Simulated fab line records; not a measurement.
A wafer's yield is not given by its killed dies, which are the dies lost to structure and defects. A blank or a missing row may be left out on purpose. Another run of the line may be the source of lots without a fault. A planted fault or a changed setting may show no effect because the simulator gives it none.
Which of the tools did it? / flow sfq-line / 43 wafers sampled from 15 lots at 1 step of a route of 325

## WHAT THE GAUGES SHOWED, per wafer
The record holds no reading of a measuring or inspecting step that can be judged against a usual standard deviation.

## TOOL THAT RAN EACH LOT (tool first, then ch and the chambers of the sampled wafers, then the start)
lot=L397; SFQ_TRILAYER_I1_CMP_CMP_046=cmp-01 ch 1,3, day 23 05:05
lot=L400; SFQ_TRILAYER_I1_CMP_CMP_046=cmp-01 ch 1,2,3, day 25 00:00
lot=L401; SFQ_TRILAYER_I1_CMP_CMP_046=cmp-01 ch 1,3, day 25 11:20
lot=L402; SFQ_TRILAYER_I1_CMP_CMP_046=cmp-01 ch 1,3, day 26 05:46
lot=L404; SFQ_TRILAYER_I1_CMP_CMP_046=cmp-01 ch 0,3, day 26 14:16
lot=L408; SFQ_TRILAYER_I1_CMP_CMP_046=cmp-02 ch 0,1,2, day 28 02:58
lot=L409; SFQ_TRILAYER_I1_CMP_CMP_046=cmp-02 ch 0,1,2, day 28 14:46
lot=L410; SFQ_TRILAYER_I1_CMP_CMP_046=cmp-02 ch 1,3, day 29 07:46
lot=L412; SFQ_TRILAYER_I1_CMP_CMP_046=cmp-01 ch 2,3, day 29 19:22
lot=L413; SFQ_TRILAYER_I1_CMP_CMP_046=cmp-01 ch 2,3, day 30 01:22
lot=L414; SFQ_TRILAYER_I1_CMP_CMP_046=cmp-02 ch 0,1,3, day 30 02:16
lot=L415; SFQ_TRILAYER_I1_CMP_CMP_046=cmp-01 ch 1,2,3, day 31 23:38
lot=L416; SFQ_TRILAYER_I1_CMP_CMP_046=cmp-02 ch 0,1,2, day 33 09:07
lot=L417; SFQ_TRILAYER_I1_CMP_CMP_046=cmp-02 ch 0,1,2, day 33 15:37
lot=L418; SFQ_TRILAYER_I1_CMP_CMP_046=cmp-01 ch 1,3, day 33 23:04
- SFQ_TRILAYER_I1_CMP_CMP_046: polishes SiO2.

## WHAT THE TOOLS THEMSELVES READ (means of the sampled wafers that have a number; where no wafer has one, the mark that the record gives instead)
SFQ_TRILAYER_I1_CMP_CMP_046.
lot=L397; tool=cmp-01; edge-zone-pressure-frac=1.005; motor-current-A (A)=9.8; retaining-ring-pressure-frac=1.006; slurry-flow-ml-min=149.6; time-to-endpoint-s (s)=227
lot=L400; tool=cmp-01; edge-zone-pressure-frac=0.997; motor-current-A (A)=9.8; retaining-ring-pressure-frac=1.002; slurry-flow-ml-min=150.2; time-to-endpoint-s (s)=208
lot=L401; tool=cmp-01; edge-zone-pressure-frac=0.996; motor-current-A (A)=9.4; retaining-ring-pressure-frac=0.994; slurry-flow-ml-min=150.3; time-to-endpoint-s (s)=123
lot=L402; tool=cmp-01; edge-zone-pressure-frac=1.002; motor-current-A (A)=9.6; retaining-ring-pressure-frac=0.998; slurry-flow-ml-min=150.8; time-to-endpoint-s (s)=175
lot=L404; tool=cmp-01; edge-zone-pressure-frac=0.997; motor-current-A (A)=10.0; retaining-ring-pressure-frac=0.993; slurry-flow-ml-min=150.1; time-to-endpoint-s (s)=111
lot=L408; tool=cmp-02; edge-zone-pressure-frac=1.003; motor-current-A (A)=9.9; retaining-ring-pressure-frac=0.999; slurry-flow-ml-min=149.8; time-to-endpoint-s (s)=211
lot=L409; tool=cmp-02; edge-zone-pressure-frac=1.002; motor-current-A (A)=9.9; retaining-ring-pressure-frac=0.996; slurry-flow-ml-min=150.1; time-to-endpoint-s (s)=211
lot=L410; tool=cmp-02; edge-zone-pressure-frac=1.004; motor-current-A (A)=9.9; retaining-ring-pressure-frac=0.997; slurry-flow-ml-min=150.1; time-to-endpoint-s (s)=207
lot=L412; tool=cmp-01; edge-zone-pressure-frac=0.998; motor-current-A (A)=9.7; retaining-ring-pressure-frac=0.997; slurry-flow-ml-min=150.1; time-to-endpoint-s (s)=214
lot=L413; tool=cmp-01; edge-zone-pressure-frac=0.997; motor-current-A (A)=9.9; retaining-ring-pressure-frac=0.999; slurry-flow-ml-min=149.6; time-to-endpoint-s (s)=205
lot=L414; tool=cmp-02; edge-zone-pressure-frac=0.998; motor-current-A (A)=9.4; retaining-ring-pressure-frac=0.999; slurry-flow-ml-min=150.4; time-to-endpoint-s (s)=203
lot=L415; tool=cmp-01; edge-zone-pressure-frac=1.001; motor-current-A (A)=9.9; retaining-ring-pressure-frac=0.999; slurry-flow-ml-min=149.7; time-to-endpoint-s (s)=216
lot=L416; tool=cmp-02; edge-zone-pressure-frac=0.998; motor-current-A (A)=10.1; retaining-ring-pressure-frac=0.997; slurry-flow-ml-min=150.2; time-to-endpoint-s (s)=210
lot=L417; tool=cmp-02; edge-zone-pressure-frac=1.005; motor-current-A (A)=9.9; retaining-ring-pressure-frac=0.995; slurry-flow-ml-min=150.1; time-to-endpoint-s (s)=210
lot=L418; tool=cmp-01; edge-zone-pressure-frac=0.999; motor-current-A (A)=9.8; retaining-ring-pressure-frac=1.000; slurry-flow-ml-min=150.1; time-to-endpoint-s (s)=214

## THE ANSWER, worked out from the rows above alone
Rule: usual is defined by the lots themselves. The widest of any qualifying gaps counts: lots, ordered by their means at a reading, are off when they make up no more than a third of the lots, leave a main group of 4 or more, and stand apart from it by 3 or more times the standard deviation of that group's means. A main group whose means are all the same, to the digits that the tables above print for the reading, isn't used. A lot without any number at a reading at which 4 lots or more have one is off too. Any other lot the step has rows for is counted as sound. First the gauges in route order, then the tools' own readings, where a lot's mean is used as printed above. The first step at which some lot is off is used, and at that step the reading that is off furthest; a lot without a number counts as furthest.
Off at SFQ_TRILAYER_I1_CMP_CMP_046 (time-to-endpoint-s): L401, L402, L404. Main group: mean 211 s, sd 5.9.
If a tool, at that step or one of the process steps before it, ran each lot that is off and ran no sound lot following the first of them, it fits. Not one of the candidates tried fits.

## WHAT HAD BEEN PUT IN BY THE SIMULATOR
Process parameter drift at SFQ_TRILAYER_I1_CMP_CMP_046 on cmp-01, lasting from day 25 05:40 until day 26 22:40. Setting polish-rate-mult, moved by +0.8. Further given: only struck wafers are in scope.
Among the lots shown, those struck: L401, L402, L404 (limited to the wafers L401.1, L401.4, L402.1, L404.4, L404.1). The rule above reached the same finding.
